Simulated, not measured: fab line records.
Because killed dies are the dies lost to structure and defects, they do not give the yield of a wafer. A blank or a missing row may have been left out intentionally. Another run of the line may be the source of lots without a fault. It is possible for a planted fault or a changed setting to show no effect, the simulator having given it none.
2 desks, one fault :: flow sfq_line :: each desk has only its own numbers; what lay behind them comes last

AT THE TOOL OWNER'S DESK: pvd_sputter-04
The tool's own readings at SFQ_TRILAYER_L0_DEP_SPUTTER_003 (material MoNx KI, target thk 40 nm, time 100 s): means of the sampled wafers that have a number, for each lot that ran on this tool. If a lot's mean is further than 4 standard deviations from the usual mean, the lot is out of limits and carries the mark OUT (the distance appears in the brackets).
Columns: A = throttle_valve_pct at SFQ_TRILAYER_L0_DEP_SPUTTER_003, usual 29.5 %
lot: L355
first seen here: day 3 19:29
A: 29.5

lot: L356
first seen here: day 4 00:29
A: 28.8
This desk's verdict: no lot among the 2 shows anything out of limits.

AT THE METROLOGY DESK
Lot by lot, what the gauges showed, no matter which tool ran the lot: averages of those sampled wafers that carry a number. If a lot's mean is further than 4 standard deviations from the usual mean, the lot is out of limits and carries the mark OUT (the distance appears in the brackets).
Columns: A = L0_MONX_KI_RS at SFQ_L0_RS_MEAS_901, usual 43.3 ohm/sq; B = L0_MONX_KI_THK at SFQ_L0_THK_MEAS_902, usual 40.4 nm
lot: L344
first seen here: day 1 12:34
A: 43.7
B: 40.0

lot: L345
first seen here: day 1 17:34
A: 43.5
B: 40.1

lot: L348
first seen here: day 2 08:34
A: 43.8
B: 39.7

lot: L349
first seen here: day 2 13:35
A: 42.5
B: 41.1

lot: L351
first seen here: day 2 23:34
A: 43.1
B: 40.7

lot: L355
first seen here: day 3 19:36
A: 29.6 (-30) OUT
B: 64.7 (+51) OUT

lot: L356
first seen here: day 4 00:37
A: 29.9 (-29) OUT
B: 63.9 (+49) OUT

lot: L357
first seen here: day 4 05:34
A: 43.1
B: 40.3

lot: L359
first seen here: day 4 15:34
A: 43.9
B: 39.7

lot: L361
first seen here: day 5 01:34
A: 43.0
B: 40.7

lot: L363
first seen here: day 5 11:36
A: 43.3
B: 40.4

lot: L365
first seen here: day 5 21:35
A: 43.5
B: 40.2

lot: L366
first seen here: day 6 02:34
A: 43.4
B: 40.2

lot: L367
first seen here: day 6 07:34
A: 43.8
B: 40.2
Finding of this desk: L355, L356 out of limits, first seen on L355 at day 3 19:36 (L0_MONX_KI_RS at SFQ_L0_RS_MEAS_901). In limits: L344, L345, L348, L349, L351, L357, L359, L361, L363, L365, L366, L367.

TAKEN TOGETHER
On L355, L356, the metrology desk was in a position to raise an alarm at day 3 19:36.
Nothing out of limits was seen by the tool owner's desk.
On record at the tool owner's desk: L355, L356, within its limits.
Of the lots named, all ran SFQ_TRILAYER_L0_DEP_SPUTTER_003 on pvd_sputter-04.

WHAT THE SIMULATOR PUT IN
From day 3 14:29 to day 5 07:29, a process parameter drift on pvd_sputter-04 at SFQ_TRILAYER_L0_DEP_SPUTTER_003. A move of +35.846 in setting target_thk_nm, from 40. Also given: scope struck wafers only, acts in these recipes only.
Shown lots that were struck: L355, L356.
Hours from the fault's start to each desk's first reading out of limits: the metrology desk, 5.
